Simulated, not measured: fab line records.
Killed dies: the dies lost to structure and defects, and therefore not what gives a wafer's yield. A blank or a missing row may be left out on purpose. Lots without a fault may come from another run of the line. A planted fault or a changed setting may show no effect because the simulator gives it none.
Problem report in the 8D (eight disciplines) form, filled by code :: flow gf180mcu :: the parts of the form that need people (team, actions taken, sign-off) are left out

## 1. PROBLEM STATEMENT
bias w at GF_STI_ETCH_13 reads a mean of 163.4 W on 1 wafer of 1 lot; wafers without a fault read 200.0 W with a standard deviation of 0.62. Relative to the usual mean, that is a shift of -59 standard deviations.
The step: etches the open film in CHF3/O2, stops on Si, target depth 282.31 nm, time 112.9 s.
Seen first at day 4 15:57 on rie diel-03, wafer L318.1. The record has a number at this step for 36 wafers belonging to 12 lots. The rule behind "out" and "out of limits": a value lying over 4 standard deviations away from the usual mean. All remaining wafers that have a number are taken as sound.

## 2. WHAT IT IS AND WHAT IT IS NOT
question: which readings at this step
is: bias w
is not: drypump motor current A, oes product au, throttle valve pct

question: which lots
is: L318
is not: L306, L307, L308, L309, L311, L312, L313, L316, L322, L325, L326

question: which wafers of those lots
is: L318.1
is not: L318.5, L318.6

question: read on which tools
is: rie diel-03
is not: rie diel-01, rie diel-02

question: when
is: from day 4 15:57
is not: up to then (26 sound wafers); but 9 sound wafers of L322, L325, L326 came after

## 3. WHAT RULES OUT EACH SUSPECT
Counting: any tool at a process step up to the reading remains a suspect provided it ran every lot that is out. Sound lots after the first of them don't rule it out here, since some wafers of a struck lot are sound.
- rie diel-03 at GF_STI_ETCH_13 (etches the open film in CHF3/O2, stops on Si, target depth 282.31 nm, time 112.9 s): kept. The lot that is out, L318, ran on it at day 4 15:57; the last sound lot it ran before that was L312, at day 3 08:37. Its own bias w readings are out on those wafers.
- rie diel-03, GF_STI_ETCH_13: wafers that are out in chamber 0, sound lot-mates in chambers 2, 3.
After counting, what remains is rie diel-03 at GF_STI_ETCH_13.

## 4. THE CAUSE (what the simulator had put in)
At GF_STI_ETCH_13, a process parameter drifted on rie diel-03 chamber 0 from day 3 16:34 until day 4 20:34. Setting bias w, moved by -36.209, from 200. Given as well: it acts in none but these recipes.
Only this tool survived the counting.

## 5. THE EFFECT CHAIN, in route order
Each row: a reading where the mean over the struck wafers with a number is more than 3 standard deviations away from the usual. Readings are gone through only where the record gives a usual standard deviation; hours: the median, over the lots, of the time from a lot's start at the first step in this table giving one to that lot's start at this step; sigmas: the change measured in usual standard deviations.
hours: 0
step: GF_STI_ETCH_13
reading: bias w
usual: 200.0 W
on struck wafers: 163.4
change: -36.6
sigmas: -59

hours: 0
step: GF_STI_STRIP_15
reading: strip time to endpoint s
usual: 3.72 s
on struck wafers: 3.88
change: +0.16
sigmas: +3.2
It contains these process steps:
- GF_STI_ETCH_13: etches the open film in CHF3/O2, stops on Si, target depth 282.31 nm, time 112.9 s.
- GF_STI_STRIP_15: strips in O2/N2.
Later measuring or inspecting steps at which every struck wafer that the step has a row for has a number for every such reading, and none has moved that far: GF_V4_THK_MEAS_01.

## 6. HOW IT WOULD HAVE BEEN CAUGHT EARLIER
23 hours passed between the start of the fault at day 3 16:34 and the first reading out of limits in this record, taken at day 4 15:57.
